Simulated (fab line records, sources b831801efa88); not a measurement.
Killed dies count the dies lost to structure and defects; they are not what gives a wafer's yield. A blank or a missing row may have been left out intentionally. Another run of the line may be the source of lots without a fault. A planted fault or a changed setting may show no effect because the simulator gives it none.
fab line records	flow sky130
record: lots: 12	wafers: 36	last_day: 50
route steps=708 shown VT_ADJUST_NCORE@129 VT_ADJUST_HVTR@141 SONOS_ONO@168 PAD_OPEN@708
lots with no fault: from the same line, run without faults
start_h: hours from the record's first day to the start of the lot's first wafer shown	wait_h: time in hours since the lot's previous step	" the same as in the row above	L1.1+2: one row covering several wafers at once	- no value, or no start was given	* or withheld: withheld	< > ~ a bound
route shown NAME@n: a module of which the file shows steps, and the number in the route of the first	usual: average and standard deviation across the fault-free wafers	same: alike in all rows	chamber/n: place in a boat	sites: each site's reading	_std_site: their standard deviation	_edge_site: the outer-site mean with the inner-site mean subtracted	radius_mm: for every site, how far away it sits from the centre of the wafer	mask NAME#n: copy n	behind: the most recent tool/chamber to have shaped the wafer	hold: what put the lot on hold/how long, in hours/how the hold closed	device: which transistor (n, p or np) failed to switch	end of line: the route-end tests of the same wafers	a step without rows: its recipe alone	killed: count of dies lost to structure and defects at first sort (not the wafer's yield)	map: shows each die of a wafer: x if killed, . if not, _ if none is there
set.NAME: the setting that was run; set.NAME@STEP: the one run at that earlier step	model.NAME: the simulator's own value behind a step, which no gauge read
the route's steps for a sample of lots (tables are steps, rows are wafers)
services: a tool's chamber out of use, with start hour (start_h, from the record's first day; less than 0 if before it), hours out, and reason
== steps ==
step: SKY_VT_ADJUST_NCORE_STRIP_10
recipe: chemistry: O2/N2	power_w: 1400	pressure_mtorr: 1500	platen_temp_c: withheld	o2_flow_sccm: 3000	n2_flow_sccm: 300	overash_fraction: 0.5
usual: drypump_motor_current_A: 5.8/0.48	o2_flow_sccm: 3000/9.3	oes_product_au: 0.716/0.0045	strip_time_to_endpoint_s: 14.18/0.046
lot.wafer	tool	chamber	start_h	wait_h	drypump_motor_current_A	o2_flow_sccm	oes_product_au	rf_hours_counter_h	strip_time_to_endpoint_s
L460.2	plasma_asher-04	1	184.24	0.1	5.9	2976	0.720	36	14.22
L460.3	"	1	"	"	5.9	2990	0.713	-	14.23
L460.6	"	0	"	"	5.4	3008	0.713	-	14.19
L461.1	plasma_asher-04	1	194.43	0.1	5.9	2996	0.721	37	14.17
L461.2	"	0	"	"	5.3	2998	0.710	37	14.16
L461.5	"	0	"	"	5.3	3004	0.722	-	14.16
L468.2	plasma_asher-02	0	248.61	0.1	5.2	3016	0.711	56	14.26
L468.3	"	1	"	"	6.0	2987	0.714	-	14.20
L468.5	"	1	"	"	5.9	2998	0.720	-	14.24
L469.1	plasma_asher-02	0	251.07	0.1	5.2	3004	0.720	57	14.23
L469.2	"	1	"	"	5.9	3024	0.715	57	14.22
L469.6	"	1	"	"	5.9	3008	0.718	-	14.20
L473.2	plasma_asher-02	1	280.88	0.1	5.9	2985	0.709	59	14.08
L473.3	"	1	"	"	5.9	2987	0.712	-	14.11
L473.6	"	1	"	"	5.9	2982	0.721	-	14.13
L475.1	plasma_asher-03	0	293.38	0.1	6.7	3002	0.716	60	14.10
L475.4	"	1	"	"	5.8	3003	0.711	-	14.09
L475.6	"	0	"	"	6.7	3007	0.717	-	14.14
L478.3	plasma_asher-03	0	313.37	0.1	6.7	3007	0.713	-	14.22
L478.4	"	1	"	"	5.8	3007	0.720	-	14.24
L478.5	"	1	"	"	5.8	2990	0.717	-	14.27
L479.2	plasma_asher-03	0	325.62	0.1	6.8	2992	0.714	63	14.18
L479.4	"	1	"	"	5.8	2981	0.708	-	14.17
L479.6	"	1	"	"	5.8	2993	0.704	-	14.16
L480.2	plasma_asher-04	0	329.67	0.1	5.3	2994	0.705	51	14.18
L480.5	"	1	"	"	5.9	2997	0.712	-	14.23
L480.6	"	0	"	"	5.3	3007	0.710	-	14.21
L481.1	plasma_asher-04	1	341.63	0.1	5.9	2987	0.725	52	14.15
L481.4	"	0	"	"	5.3	3003	0.719	-	14.16
L481.5	"	1	"	"	5.9	3006	0.713	-	14.21
L482.3	plasma_asher-03	1	348.85	0.1	5.9	2993	0.722	-	14.21
L482.4	"	0	"	"	6.8	3008	0.714	-	14.18
L482.6	"	1	"	"	5.9	2992	0.716	-	14.21
L483.1	plasma_asher-04	0	355.23	0.1	5.3	3011	0.711	53	14.18
L483.4	"	0	"	"	5.3	3015	0.717	-	14.16
L483.5	"	1	"	"	5.9	3000	0.716	-	14.19
step: SKY_VT_ADJUST_HVTR_STRIP_10
recipe: chemistry: O2/N2	power_w: 1400	pressure_mtorr: 1500	platen_temp_c: withheld	o2_flow_sccm: 3000	n2_flow_sccm: 300	overash_fraction: 0.5
usual: drypump_motor_current_A: 5.7/0.41	o2_flow_sccm: 2999/8.8	oes_product_au: 0.716/0.0041	strip_time_to_endpoint_s: 14.18/0.041
lot.wafer	tool	chamber	start_h	wait_h	drypump_motor_current_A	o2_flow_sccm	oes_product_au	rf_hours_counter_h	strip_time_to_endpoint_s
L460.2	plasma_asher-03	0	206.25	0.1	6.7	3003	0.711	51	14.14
L460.3	"	0	"	"	6.8	3012	0.714	-	14.16
L460.6	"	1	"	"	5.8	3020	0.721	-	14.17
L461.1	plasma_asher-01	1	216.69	0.1	5.8	3007	0.714	9	14.23
L461.2	"	0	"	"	5.5	3019	0.705	9	14.21
L461.5	"	0	"	"	5.5	3010	0.716	-	14.22
L468.2	plasma_asher-01	0	272.69	0.1	5.5	2994	0.713	15	14.19
L468.3	"	0	"	"	5.5	2993	0.715	-	14.21
L468.5	"	1	"	"	5.8	3000	0.715	-	14.17
L469.1	plasma_asher-01	0	275.80	0.1	5.5	2994	0.719	15	14.17
L469.2	"	1	"	"	5.7	2987	0.716	15	14.17
L469.6	"	0	"	"	5.5	3005	0.711	-	14.16
L473.2	plasma_asher-01	1	305.85	0.1	5.7	3012	0.711	18	14.23
L473.3	"	1	"	"	5.7	3002	0.719	-	14.22
L473.6	"	1	"	"	5.7	3004	0.717	-	14.19
L475.1	plasma_asher-03	0	319.30	0.1	6.7	3000	0.709	62	14.18
L475.4	"	0	"	"	6.7	3005	0.716	-	14.16
L475.6	"	0	"	"	6.8	2996	0.713	-	14.16
L478.3	plasma_asher-01	1	341.05	0.1	5.8	3005	0.712	-	14.27
L478.4	"	0	"	"	5.5	2995	0.713	-	14.23
L478.5	"	1	"	"	5.8	2997	0.714	-	14.24
L479.2	plasma_asher-02	0	352.87	0.1	5.2	2999	0.713	66	14.18
L479.4	"	1	"	"	5.9	3014	0.704	-	14.26
L479.6	"	0	"	"	5.2	3007	0.714	-	14.22
L480.2	plasma_asher-01	1	356.82	0.1	5.8	2990	0.714	23	14.19
L480.5	"	1	"	"	5.8	3017	0.716	-	14.22
L480.6	"	0	"	"	5.5	2989	0.720	-	14.15
L481.1	plasma_asher-03	1	369.17	0.1	5.8	2982	0.716	67	14.17
L481.4	"	0	"	"	6.7	3009	0.715	-	14.13
L481.5	"	1	"	"	5.8	2995	0.721	-	14.21
L482.3	plasma_asher-02	1	376.22	0.1	5.9	3003	0.717	-	14.20
L482.4	"	0	"	"	5.2	3013	0.717	-	14.21
L482.6	"	1	"	"	5.9	3010	0.721	-	14.21
L483.1	plasma_asher-02	1	382.67	0.1	5.9	3010	0.717	69	14.20
L483.4	"	1	"	"	5.9	2993	0.712	-	14.21
L483.5	"	0	"	"	5.2	3019	0.722	-	14.23
step: SKY_SONOS_ONO_OXIDATION_00
recipe: temp_c: 800	ambient: O2	idle_temp_c: 700	ramp_up_c_per_min: 10	ramp_down_c_per_min: 3	stabilise_s: 600	purge_s: 300	target_thk_a: 26	ox_time_s: 1249
lot.wafer	tool	chamber	start_h	wait_h
L460.2+3+6	furnace-02	0	257.96	3.5
L461.1+2+5	furnace-02	0	266.54	1.6
L468.2+3+5	furnace-02	0	325.32	0.5
L469.1+2+6	furnace-02	0	328.46	0.0
L473.2+3+6	furnace-01	0	361.30	0.8
L475.1+4+6	furnace-01	0	374.67	0.7
L478.3+4+5	furnace-02	0	398.11	0.0
L479.2+4+6	furnace-01	0	412.70	2.1
L480.2+5+6	furnace-02	0	416.63	1.3
L481.1+4+5	furnace-02	0	429.48	0.4
L482.3+4+6	furnace-02	0	438.76	1.9
L483.1+4+5	furnace-02	0	443.14	0.2
step: SKY_SONOS_ONO_THK_MEAS_01
recipe: reads: SiO2_of_SONOS_ONO_OXIDATION_00
usual: SONOS_ONO_OXIDATION_THK: 2.59/0.061
lot.wafer	tool	chamber	start_h	wait_h	SONOS_ONO_OXIDATION_THK[nm]
L460.2	film_metro-01	-	259.32	0.0	2.50
L460.3	"	-	"	"	2.55
L460.6	"	-	"	"	2.58
L461.1	film_metro-02	-	267.88	0.0	2.59
L461.2	"	-	"	"	2.61
L461.5	"	-	"	"	2.58
L468.2	film_metro-01	-	326.67	0.0	3.00
L468.3	"	-	"	"	3.04
L468.5	"	-	"	"	2.99
L469.1	film_metro-02	-	329.81	0.0	3.00
L469.2	"	-	"	"	2.97
L469.6	"	-	"	"	2.94
L473.2	film_metro-02	-	362.65	0.0	2.58
L473.3	"	-	"	"	2.64
L473.6	"	-	"	"	2.54
L475.1	film_metro-04	-	376.02	0.0	2.58
L475.4	"	-	"	"	2.58
L475.6	"	-	"	"	2.57
L478.3	film_metro-04	-	399.48	0.0	2.60
L478.4	"	-	"	"	2.54
L478.5	"	-	"	"	2.65
L479.2	film_metro-02	-	414.06	0.0	2.53
L479.4	"	-	"	"	2.51
L479.6	"	-	"	"	2.59
L480.2	film_metro-04	-	417.99	0.0	2.51
L480.5	"	-	"	"	2.50
L480.6	"	-	"	"	2.56
L481.1	film_metro-02	-	430.82	0.0	2.77
L481.4	"	-	"	"	2.70
L481.5	"	-	"	"	2.62
L482.3	film_metro-01	-	440.12	0.0	2.66
L482.4	"	-	"	"	2.72
L482.6	"	-	"	"	2.61
L483.1	film_metro-04	-	444.48	0.0	2.67
L483.4	"	-	"	"	2.73
L483.5	"	-	"	"	2.70
step: SKY_SONOS_ONO_THK_MEAS_05
recipe: reads: SiO2_of_SONOS_ONO_CVD_04
usual: SONOS_ONO_CVD_04_THK: 5.72/0.13
lot.wafer	tool	chamber	start_h	wait_h	SONOS_ONO_CVD_04_THK[nm]
L460.2	film_metro-01	-	261.74	0.0	5.58
L460.3	"	-	"	"	5.45
L460.6	"	-	"	"	5.38
L461.1	film_metro-01	-	270.30	0.0	5.84
L461.2	"	-	"	"	5.77
L461.5	"	-	"	"	5.82
L469.1	film_metro-02	-	336.53	0.0	5.72
L469.2	"	-	"	"	5.65
L469.6	"	-	"	"	5.67
L468.2	film_metro-04	-	336.54	0.0	5.74
L468.3	"	-	"	"	5.79
L468.5	"	-	"	"	5.89
L473.2	film_metro-02	-	374.40	0.1	5.71
L473.3	"	-	"	"	5.85
L473.6	"	-	"	"	5.84
L475.1	film_metro-02	-	379.22	0.0	5.86
L475.4	"	-	"	"	5.85
L475.6	"	-	"	"	5.98
L478.3	film_metro-01	-	402.00	0.0	5.69
L478.4	"	-	"	"	5.71
L478.5	"	-	"	"	5.63
L479.2	film_metro-01	-	418.10	0.0	5.60
L479.4	"	-	"	"	5.56
L479.6	"	-	"	"	5.63
L480.2	film_metro-02	-	420.94	0.0	5.67
L480.5	"	-	"	"	5.61
L480.6	"	-	"	"	5.68
L481.1	film_metro-02	-	434.69	0.0	5.73
L481.4	"	-	"	"	5.82
L481.5	"	-	"	"	5.79
L482.3	film_metro-02	-	443.17	0.0	5.77
L482.4	"	-	"	"	5.76
L482.6	"	-	"	"	5.84
L483.1	film_metro-02	-	447.95	0.0	5.89
L483.4	"	-	"	"	5.84
L483.5	"	-	"	"	5.82
step: SKY_PAD_OPEN_PROBE_99
usual: killed_at_M0_to_M3: 43/6.5	killed_at_M4_up: 3.2/1.9	killed_at_contacts: 25/5.5	killed_at_front_end: 14/4.2	killed_at_other: 0.2/0.44	killed_dies: 85/8.5	killed_on_rim: 16/3.3	killed_open: 47/7	killed_short: 39/6.3
same: gross_dies: 492	killed_at_back_side: 0
lot.wafer	tool	chamber	start_h	wait_h	killed_at_M0_to_M3	killed_at_M4_up	killed_at_contacts	killed_at_front_end	killed_at_other	killed_dies	killed_on_rim	killed_open	killed_short
L460.2	prober-02	-	1082.20	0.1	44	0	13	16	0	73	15	36	37
L460.3	prober-02	-	1082.25	0.2	41	3	26	18	0	88	14	47	41
L460.6	prober-02	-	1082.40	0.2	39	2	32	13	0	86	23	48	38
L461.1	prober-01	-	1089.19	0.1	45	5	25	15	1	91	15	49	42
L461.2	prober-01	-	1089.24	0.1	47	3	22	10	0	82	20	44	38
L461.5	prober-01	-	1089.39	0.2	47	4	27	18	0	96	18	57	39
L469.1	prober-02	-	1136.94	0.1	39	0	18	10	0	67	10	39	28
L469.2	prober-02	-	1136.99	0.1	34	0	19	19	0	72	10	44	28
L469.6	prober-02	-	1137.19	0.2	36	4	23	12	2	77	15	38	39
L468.2	prober-01	-	1141.33	0.1	36	5	27	12	1	81	15	53	28
L468.3	prober-01	-	1141.38	0.2	41	5	36	12	0	94	18	54	40
L468.5	prober-01	-	1141.48	0.2	57	3	27	17	1	105	22	60	45
L473.2	prober-01	-	1165.53	0.1	43	2	27	9	0	81	9	47	34
L473.3	prober-01	-	1165.58	0.2	43	4	22	16	0	85	17	49	36
L473.6	prober-01	-	1165.73	0.2	54	2	18	11	0	85	18	44	41
L475.1	prober-01	-	1171.45	0.1	41	2	23	17	0	83	17	37	46
L475.4	prober-01	-	1171.60	0.2	33	4	16	12	1	66	13	34	32
L475.6	prober-01	-	1171.70	0.2	56	2	11	16	0	85	13	45	40
L478.3	prober-02	-	1181.99	0.2	40	1	25	7	0	73	16	41	32
L478.4	prober-02	-	1182.04	0.2	34	4	28	11	0	77	17	43	34
L478.5	prober-02	-	1182.09	0.2	46	3	24	13	0	86	17	49	37
L479.2	prober-01	-	1189.85	0.1	45	7	25	13	0	90	17	39	51
L479.4	prober-01	-	1189.95	0.2	52	3	25	14	1	95	19	55	40
L479.6	prober-01	-	1190.05	0.2	43	2	33	9	0	87	21	59	28
L480.2	prober-02	-	1193.15	0.1	39	6	21	19	0	85	16	45	40
L480.5	prober-02	-	1193.30	0.2	31	2	29	24	0	86	14	49	37
L480.6	prober-02	-	1193.35	0.2	41	1	24	13	0	79	17	40	39
L481.1	prober-01	-	1201.69	0.1	42	1	25	14	1	83	13	38	45
L481.4	prober-01	-	1201.84	0.2	42	3	32	7	0	84	16	48	36
L481.5	prober-01	-	1201.89	0.2	34	1	24	5	0	64	10	35	29
L482.3	prober-02	-	1205.85	0.2	48	2	26	19	0	95	17	38	57
L482.4	prober-02	-	1205.90	0.2	33	2	32	12	0	79	11	46	33
L482.6	prober-02	-	1206.00	0.2	34	4	22	18	0	78	13	49	29
L483.1	prober-01	-	1206.24	0.1	54	4	24	10	0	92	19	53	39
L483.4	prober-01	-	1206.39	0.2	31	2	17	14	0	64	13	33	31
L483.5	prober-01	-	1206.44	0.2	44	5	28	14	0	91	19	52	39
killed by level:class
L460.2 VIA3:geometric_particle:open=8 METAL1:geometric_particle:short=7 VIA1:geometric_particle:short=7 POLY_GATE:geometric_particle:open=5 CONTACT:geometric_particle:open=5 VIA1:geometric_particle:open=5 METAL3:geometric_particle:short=4 CONTACT:geometric_particle:short=4
L460.3 LI_CONTACT:geometric_particle:open=12 FIELD_ISO:geometric_particle:open=7 VIA2:geometric_particle:open=7 METAL3:geometric_particle:short=6 VIA1:geometric_particle:open=6 METAL1:geometric_particle:short=5 VIA1:geometric_particle:short=5 POLY_GATE:geometric_particle:open=4
L460.6 CONTACT:geometric_particle:short=10 CONTACT:geometric_particle:open=10 VIA3:geometric_particle:open=8 LI_CONTACT:geometric_particle:open=7 VIA1:geometric_particle:open=7 VIA2:geometric_particle:open=5 VIA2:geometric_particle:short=4 POLY_GATE:geometric_particle:open=3
L461.1 VIA1:geometric_particle:open=9 CONTACT:geometric_particle:open=9 CONTACT:geometric_particle:short=7 VIA3:geometric_particle:open=7 FIELD_ISO:geometric_particle:short=6 VIA2:geometric_particle:open=6 VIA1:geometric_particle:short=6 METAL2:geometric_particle:short=6
L461.2 VIA1:geometric_particle:open=13 CONTACT:geometric_particle:open=9 METAL2:geometric_particle:short=8 LOCAL_INTERCONNECT:geometric_particle:short=7 METAL1:geometric_particle:short=7 VIA2:geometric_particle:open=5 VIA2:geometric_particle:short=5 FIELD_ISO:geometric_particle:short=4
L461.5 CONTACT:geometric_particle:open=12 VIA1:geometric_particle:open=11 VIA2:geometric_particle:open=9 FIELD_ISO:geometric_particle:open=7 CONTACT:geometric_particle:short=6 LOCAL_INTERCONNECT:geometric_particle:short=5 VIA3:geometric_particle:open=5 POLY_GATE:geometric_particle:open=4
L469.1 CONTACT:geometric_particle:open=8 VIA3:geometric_particle:open=7 VIA2:geometric_particle:open=6 METAL1:geometric_particle:short=6 VIA1:geometric_particle:open=6 VIA3:geometric_particle:short=5 VIA1:geometric_particle:short=4 FIELD_ISO:geometric_particle:open=3
L469.2 VIA1:geometric_particle:open=12 LI_CONTACT:geometric_particle:open=8 CONTACT:geometric_particle:open=8 FIELD_ISO:geometric_particle:short=5 FIELD_ISO:geometric_particle:open=5 VIA3:geometric_particle:open=4 METAL1:geometric_particle:short=3 VIA1:geometric_particle:short=3
L469.6 VIA3:geometric_particle:open=10 CONTACT:geometric_particle:short=9 CONTACT:geometric_particle:open=6 LI_CONTACT:geometric_particle:open=5 POLY_GATE:geometric_particle:open=4 VIA2:geometric_particle:open=4 METAL3:geometric_particle:short=4 VIA2:geometric_particle:short=4
L468.2 LI_CONTACT:geometric_particle:open=14 VIA2:geometric_particle:open=11 CONTACT:geometric_particle:open=8 VIA3:geometric_particle:open=6 METAL2:geometric_particle:short=5 POLY_GATE:geometric_particle:open=4 POLY_GATE:geometric_particle:short=4 VIA1:geometric_particle:open=3
L468.3 VIA1:geometric_particle:open=15 LI_CONTACT:geometric_particle:open=11 CONTACT:geometric_particle:open=11 VIA3:geometric_particle:open=6 CONTACT:geometric_particle:short=6 POLY_GATE:geometric_particle:short=5 LI_CONTACT:geometric_particle:short=4 LOCAL_INTERCONNECT:geometric_particle:short=4
L468.5 LI_CONTACT:geometric_particle:open=12 VIA1:geometric_particle:open=12 VIA1:geometric_particle:short=11 CONTACT:geometric_particle:open=8 METAL2:geometric_particle:short=7 VIA3:geometric_particle:open=7 METAL1:geometric_particle:short=6 VIA2:geometric_particle:open=5
L473.2 CONTACT:geometric_particle:open=10 VIA3:geometric_particle:open=9 CONTACT:geometric_particle:short=8 VIA1:geometric_particle:open=8 VIA2:geometric_particle:open=6 LOCAL_INTERCONNECT:geometric_particle:short=4 VIA1:geometric_particle:short=4 METAL1:geometric_particle:open=4
L473.3 VIA1:geometric_particle:open=16 VIA2:geometric_particle:open=9 CONTACT:geometric_particle:open=7 FIELD_ISO:geometric_particle:short=5 LI_CONTACT:geometric_particle:open=5 CONTACT:geometric_particle:short=5 METAL1:geometric_particle:short=5 METAL2:geometric_particle:short=4
L473.6 VIA1:geometric_particle:open=14 VIA2:geometric_particle:open=9 VIA1:geometric_particle:short=8 CONTACT:geometric_particle:short=7 METAL1:geometric_particle:short=5 METAL2:geometric_particle:short=5 FIELD_ISO:geometric_particle:open=4 CONTACT:geometric_particle:open=4
L475.1 LOCAL_INTERCONNECT:geometric_particle:short=7 METAL1:geometric_particle:short=7 VIA1:geometric_particle:open=6 POLY_GATE:geometric_particle:short=6 CONTACT:geometric_particle:open=5 VIA3:geometric_particle:open=5 FIELD_ISO:geometric_particle:open=4 POLY_GATE:geometric_particle:open=4
L475.4 METAL2:geometric_particle:short=6 VIA1:geometric_particle:open=6 LOCAL_INTERCONNECT:geometric_particle:short=5 CONTACT:geometric_particle:open=5 METAL3:geometric_particle:short=5 FIELD_ISO:geometric_particle:open=4 FIELD_ISO:geometric_particle:short=3 POLY_GATE:geometric_particle:open=3
L475.6 VIA1:geometric_particle:open=15 METAL1:geometric_particle:short=9 VIA2:geometric_particle:open=8 VIA2:geometric_particle:short=6 FIELD_ISO:geometric_particle:short=5 VIA3:geometric_particle:open=5 CONTACT:geometric_particle:short=4 VIA3:geometric_particle:short=4
L478.3 VIA1:geometric_particle:open=11 CONTACT:geometric_particle:open=9 LI_CONTACT:geometric_particle:open=7 VIA1:geometric_particle:short=5 METAL1:geometric_particle:short=4 METAL2:geometric_particle:short=4 VIA2:geometric_particle:open=4 VIA3:geometric_particle:short=4
L478.4 CONTACT:geometric_particle:open=11 VIA2:geometric_particle:open=8 CONTACT:geometric_particle:short=7 VIA1:geometric_particle:open=7 METAL2:geometric_particle:short=7 VIA3:geometric_particle:open=6 LOCAL_INTERCONNECT:geometric_particle:short=4 FIELD_ISO:geometric_particle:open=3
L478.5 VIA1:geometric_particle:open=10 CONTACT:geometric_particle:open=9 VIA3:geometric_particle:open=7 VIA2:geometric_particle:open=7 POLY_GATE:geometric_particle:short=5 LI_CONTACT:geometric_particle:open=5 METAL1:geometric_particle:short=5 VIA1:geometric_particle:short=5
L479.2 VIA1:geometric_particle:open=10 METAL2:geometric_particle:short=8 METAL1:geometric_particle:short=7 METAL4:geometric_particle:short=7 CONTACT:geometric_particle:short=6 LI_CONTACT:geometric_particle:open=5 CONTACT:geometric_particle:open=5 VIA2:geometric_particle:open=5
L479.4 VIA1:geometric_particle:open=14 CONTACT:geometric_particle:open=9 CONTACT:geometric_particle:short=9 VIA2:geometric_particle:open=7 VIA1:geometric_particle:short=6 METAL1:geometric_particle:open=4 METAL1:geometric_particle:short=4 METAL2:geometric_particle:short=4
L479.6 CONTACT:geometric_particle:open=17 VIA2:geometric_particle:open=10 VIA1:geometric_particle:open=10 VIA3:geometric_particle:open=8 CONTACT:geometric_particle:short=5 LI_CONTACT:geometric_particle:open=5 VIA3:geometric_particle:short=5 FIELD_ISO:geometric_particle:open=4
L480.2 VIA1:geometric_particle:open=10 FIELD_ISO:geometric_particle:open=8 LI_CONTACT:geometric_particle:open=7 CONTACT:geometric_particle:open=7 METAL1:geometric_particle:short=5 VIA1:geometric_particle:short=5 METAL2:geometric_particle:short=5 POLY_GATE:geometric_particle:open=4
L480.5 CONTACT:geometric_particle:open=11 VIA1:geometric_particle:open=9 POLY_GATE:geometric_particle:open=8 CONTACT:geometric_particle:short=8 METAL2:geometric_particle:short=7 VIA2:geometric_particle:open=7 POLY_GATE:geometric_particle:short=6 LI_CONTACT:geometric_particle:open=6
L480.6 VIA1:geometric_particle:open=11 VIA2:geometric_particle:open=7 CONTACT:geometric_particle:short=7 CONTACT:geometric_particle:open=7 POLY_GATE:geometric_particle:short=6 LI_CONTACT:geometric_particle:open=5 METAL2:geometric_particle:short=5 VIA1:geometric_particle:short=4
L481.1 CONTACT:geometric_particle:open=8 VIA1:geometric_particle:open=8 VIA3:geometric_particle:open=7 VIA1:geometric_particle:short=7 POLY_GATE:geometric_particle:short=6 CONTACT:geometric_particle:short=5 LI_CONTACT:geometric_particle:short=4 LI_CONTACT:geometric_particle:open=4
L481.4 VIA1:geometric_particle:open=10 CONTACT:geometric_particle:open=9 METAL1:geometric_particle:short=8 LI_CONTACT:geometric_particle:open=7 LOCAL_INTERCONNECT:geometric_particle:short=6 VIA2:geometric_particle:open=6 VIA3:geometric_particle:open=6 CONTACT:geometric_particle:short=5
L481.5 CONTACT:geometric_particle:open=9 METAL1:geometric_particle:short=7 METAL2:geometric_particle:short=7 CONTACT:geometric_particle:short=5 VIA1:geometric_particle:open=5 METAL2:geometric_particle:open=5 FIELD_ISO:geometric_particle:short=4 LI_CONTACT:geometric_particle:open=4
L482.3 METAL1:geometric_particle:short=9 METAL2:geometric_particle:short=9 LI_CONTACT:geometric_particle:open=8 CONTACT:geometric_particle:open=8 VIA1:geometric_particle:short=6 METAL3:geometric_particle:short=6 FIELD_ISO:geometric_particle:open=5 FIELD_ISO:geometric_particle:short=5
L482.4 CONTACT:geometric_particle:short=13 VIA1:geometric_particle:open=12 CONTACT:geometric_particle:open=10 VIA2:geometric_particle:open=7 LI_CONTACT:geometric_particle:open=6 FIELD_ISO:geometric_particle:short=4 METAL1:geometric_particle:short=4 VIA3:geometric_particle:open=4
L482.6 FIELD_ISO:geometric_particle:open=9 CONTACT:geometric_particle:open=7 VIA1:geometric_particle:open=7 LI_CONTACT:geometric_particle:open=6 POLY_GATE:geometric_particle:open=4 METAL1:geometric_particle:open=4 METAL2:geometric_particle:short=4 VIA3:geometric_particle:open=4
L483.1 VIA3:geometric_particle:open=11 CONTACT:geometric_particle:open=10 VIA1:geometric_particle:open=8 VIA2:geometric_particle:open=6 METAL1:geometric_particle:short=6 LI_CONTACT:geometric_particle:open=5 METAL1:geometric_particle:open=5 VIA2:geometric_particle:short=5
L483.4 VIA1:geometric_particle:open=9 LI_CONTACT:geometric_particle:open=6 LOCAL_INTERCONNECT:geometric_particle:short=5 POLY_GATE:geometric_particle:open=4 METAL2:geometric_particle:short=4 VIA3:geometric_particle:open=3 METAL1:geometric_particle:short=3 METAL3:geometric_particle:short=3
L483.5 VIA3:geometric_particle:open=12 CONTACT:geometric_particle:open=8 LI_CONTACT:geometric_particle:open=8 METAL2:geometric_particle:short=7 LOCAL_INTERCONNECT:geometric_particle:short=6 POLY_GATE:geometric_particle:open=4 METAL1:geometric_particle:open=4 CONTACT:geometric_particle:short=4
== services ==
tool	chamber	start_h	hours	kind
furnace-02	-	168.81	2.9	pm
plasma_asher-02	-	179.54	0.7	repair
furnace-01	-	184.12	3.3	pm
plasma_asher-02	-	187.27	2.8	pm
furnace-01	-	210.48	10.2	pm
furnace-01	-	238.96	4.2	pm
plasma_asher-01	-	240.21	0.8	repair
furnace-02	-	251.04	5.4	repair
furnace-02	-	274.95	2.5	pm
furnace-02	-	337.09	3.3	pm
furnace-01	-	407.25	2.5	pm
plasma_asher-03	-	421.25	9.0	pm
plasma_asher-03	0	421.25	9.0	vent_cycle
plasma_asher-03	1	421.25	9.0	vent_cycle
plasma_asher-03	0	430.25	-	clean
plasma_asher-03	1	430.25	-	clean
== key ==
first_sign: step: SKY_SONOS_ONO_THK_MEAS_01	reading: SONOS_ONO_OXIDATION_THK	direction: up	sigmas: 6.6	usual: 2.59	struck: 2.99
effect none on later readings
met_at SKY_SONOS_ONO_OXIDATION_00
struck_lots L468,L469
tester_left_out L468,L469
not_acting_at SKY_VT_ADJUST_NCORE_STRIP_10,SKY_VT_ADJUST_HVTR_STRIP_10,SKY_SONOS_ONO_THK_MEAS_05
onset_between 266.54 325.32
fault: kind: process_parameter_drift	tool: furnace-02	chamber: -	onset_h: 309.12	steps: SKY_SONOS_ONO_OXIDATION_00	channel: ox_time_s	offset: *	shape: step	end_h: 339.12	acts_in: *	stated: *
tester_left_out: of these lots the tester's yield and bins aren't shown, on N5 and GAA mostly nor the transistor test; their killed dies are dies lost to structure and defects alone, not to doping, threshold or leakage, so they don't give the yield
